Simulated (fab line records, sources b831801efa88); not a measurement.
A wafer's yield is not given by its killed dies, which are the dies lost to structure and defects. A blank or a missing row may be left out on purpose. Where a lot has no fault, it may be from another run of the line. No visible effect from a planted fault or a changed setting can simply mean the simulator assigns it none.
Which tool was responsible? ; flow gf180mcu ; 39 wafers from 13 lots sampled at 6 of the route's 602 steps

== WHAT THE GAUGES SHOWED, per wafer ==
GF_STI_THK_MEAS_22. Usual: STI_OXIDATION_01_THK gives 15.10 nm (standard deviation 0.27).
lot;measured;on;STI_OXIDATION_01_THK (nm);flag
L589;day 2 17:13;film-metro-03;15.25 15.16 15.35;
L596;day 4 01:52;film-metro-04;15.17 14.64 14.71;
L597;day 4 07:19;film-metro-03;14.50 14.88 15.01;
L598;day 4 14:47;film-metro-03;15.29 15.47 15.47;
L601;day 5 07:08;film-metro-01;15.67 15.77 15.39;
L602;day 5 11:37;film-metro-01;15.52 15.22 15.22;
L603;day 5 15:50;film-metro-04;15.06 15.15 15.23;
L604;day 5 20:02;film-metro-03;14.61 14.50 14.71;
L606;day 6 05:08;film-metro-03;15.27 15.62 15.50;
L607;day 6 09:32;film-metro-04;15.24 15.05 14.98;
L608;day 6 16:22;film-metro-03;15.17 15.09 15.04;
L609;day 6 21:37;film-metro-03;14.89 14.94 15.12;
L610;day 7 01:49;film-metro-04;14.89 14.73 14.99;

GF_MVPSD_OVL_MEAS_07. Usual: MVPSD_OVL gives 0.7 nm (standard deviation 1.5).
lot;measured;on;MVPSD_OVL (nm);flag
L589;day 5 15:50;overlay-02;0.6 -0.1 0.0;
L596;day 7 05:31;overlay-01;0.5 0.9 2.6;
L597;day 7 16:47;overlay-02;2.6 1.2 2.2;
L598;day 7 23:42;overlay-02;- - -;OFF
L601;day 8 17:05;overlay-01;-0.3 -0.5 0.5;
L602;day 8 21:30;overlay-01;0.4 0.4 1.4;
L603;day 9 02:28;overlay-01;0.3 0.5 0.6;
L604;day 9 06:49;overlay-02;2.9 2.2 3.1;
L606;day 9 17:44;overlay-02;0.9 0.3 0.5;
L607;day 9 22:53;overlay-01;0.3 0.5 0.2;
L608;day 10 06:33;overlay-01;1.7 1.5 2.2;
L609;day 10 11:23;overlay-02;-3.1 -1.0 -1.6;
L610;day 10 17:40;overlay-01;2.1 -0.1 0.2;

GF_MVPSD_TW_MEAS_11. Usual: MVPSD_TW gives 551 (standard deviation 4.5).
lot;measured;on;MVPSD_TW;flag
L589;day 5 16:17;film-metro-02;554 554 552;
L596;day 7 05:56;film-metro-01;550 551 550;
L597;day 7 17:14;film-metro-02;551 551 550;
L598;day 8 00:08;film-metro-02;30 30 30;OFF
L601;day 8 17:31;film-metro-01;549 549 547;
L602;day 8 21:57;film-metro-01;545 547 545;
L603;day 9 02:55;film-metro-02;554 553 556;
L604;day 9 07:16;film-metro-01;548 546 543;
L606;day 9 18:11;film-metro-03;556 557 557;
L607;day 9 23:19;film-metro-02;556 555 556;
L608;day 10 06:59;film-metro-02;553 551 555;
L609;day 10 11:51;film-metro-03;553 554 550;
L610;day 10 18:07;film-metro-02;555 551 554;

GF_HV_LDD_TW_MEAS_50. Usual: HV_LDD_4_TW gives 570 (standard deviation 4.4).
lot;measured;on;HV_LDD_4_TW;flag
L589;day 13 03:25;film-metro-02;569 570 572;
L596;day 15 07:50;film-metro-01;565 565 563;
L597;day 16 00:44;film-metro-01;566 565 566;
L598;day 16 06:58;film-metro-01;564 564 569;
L601;day 17 09:29;film-metro-01;568 567 569;
L602;day 17 19:41;film-metro-01;567 567 563;
L603;day 17 23:07;film-metro-02;570 569 572;
L604;day 18 03:55;film-metro-01;563 564 564;
L606;day 18 17:05;film-metro-02;570 577 573;
L607;day 19 00:57;film-metro-02;567 566 568;
L608;day 19 10:58;film-metro-03;576 576 577;
L609;day 19 17:03;film-metro-02;570 567 566;
L610;day 20 05:49;film-metro-03;578 574 577;

== WHAT TOOL EACH LOT RAN ON (gives the tool, then ch and the chambers of the sampled wafers, and finally the start) ==
lot;GF_MVPSD_EXPOSE_04;GF_VT_IMPLANT_DEHYDRATE_33
L589;iline-stepper-02 ch 0, day 5 08:50;litho-track-04 ch 0, day 7 20:29
L596;iline-stepper-02 ch 0, day 6 22:19;litho-track-01 ch 0, day 9 14:50
L597;iline-stepper-02 ch 0, day 7 09:17;litho-track-02 ch 0, day 10 03:55
L598;iline-stepper-02 ch 0, day 7 15:30;litho-track-02 ch 0, day 10 09:55
L601;iline-stepper-01 ch 0, day 8 09:05;litho-track-04 ch 0, day 11 05:38
L602;iline-stepper-01 ch 0, day 8 13:48;litho-track-02 ch 0, day 11 11:35
L603;iline-stepper-01 ch 0, day 8 18:34;litho-track-01 ch 0, day 11 18:27
L604;iline-stepper-02 ch 0, day 8 23:08;litho-track-02 ch 0, day 11 22:07
L606;iline-stepper-01 ch 0, day 9 09:32;litho-track-04 ch 0, day 12 08:47
L607;iline-stepper-01 ch 0, day 9 14:40;litho-track-02 ch 0, day 12 15:01
L608;iline-stepper-02 ch 0, day 9 21:44;litho-track-02 ch 0, day 13 00:04
L609;iline-stepper-02 ch 0, day 10 03:01;litho-track-02 ch 0, day 13 05:41
L610;iline-stepper-02 ch 0, day 10 08:58;litho-track-01 ch 0, day 13 12:27
- GF_MVPSD_EXPOSE_04: exposes mask MVPSD, target cd 1000 nm.
- GF_VT_IMPLANT_DEHYDRATE_33: time 62.6 s.

== AS READ BY THE TOOLS THEMSELVES (means over the sampled wafers that have a number; for cases with no such wafer, the mark the record gives instead) ==
GF_VT_IMPLANT_DEHYDRATE_33. Usual: plate-sensor-t-centre-C 201.07 C, standard deviation 0.0099; plate-sensor-t-edge-C 201.55 C, standard deviation 0.01.
lot;tool;plate-sensor-t-centre-C (C);plate-sensor-t-edge-C (C);flag
L589;litho-track-04;201.07;201.56;
L596;litho-track-01;201.07;201.55;
L597;litho-track-02;201.08;201.56;
L598;litho-track-02;201.07;201.56;
L601;litho-track-04;201.07;201.55;
L602;litho-track-02;201.07;201.56;
L603;litho-track-01;201.07;201.56;
L604;litho-track-02;201.07;201.56;
L606;litho-track-04;201.08;201.55;
L607;litho-track-02;201.08;201.55;
L608;litho-track-02;201.07;201.56;
L609;litho-track-02;201.06;201.56;
L610;litho-track-01;201.07;201.55;

== THE ANSWER, worked out from the rows above alone ==
Rule: lot off if the mean of its wafers having a number is beyond 3 standard deviations from the usual mean. A lot without any number at a reading at which 4 lots or more have one is off too. Where the step has rows for the other lots, those lots are counted as sound. After the gauges, taken in route order, come the tools' own readings; for these a lot's mean is taken, as printed above. At the first step where some lot is off, the reading lying furthest off is the one used; lots without a number count as furthest.
Off: at GF_MVPSD_OVL_MEAS_07 (MVPSD_OVL), L598. Without a number there: L598.
If a tool, at a process step before that reading, ran all the lots that are off and no sound lot after the first of them, it fits. Not tried: the gauges at GF_MVPSD_OVL_MEAS_07; whatever is off there is also off at GF_MVPSD_TW_MEAS_11, on other tools, and gauge error can't account for it. No candidate that was tried fits.

== WHAT THE SIMULATOR HAD PUT IN ==
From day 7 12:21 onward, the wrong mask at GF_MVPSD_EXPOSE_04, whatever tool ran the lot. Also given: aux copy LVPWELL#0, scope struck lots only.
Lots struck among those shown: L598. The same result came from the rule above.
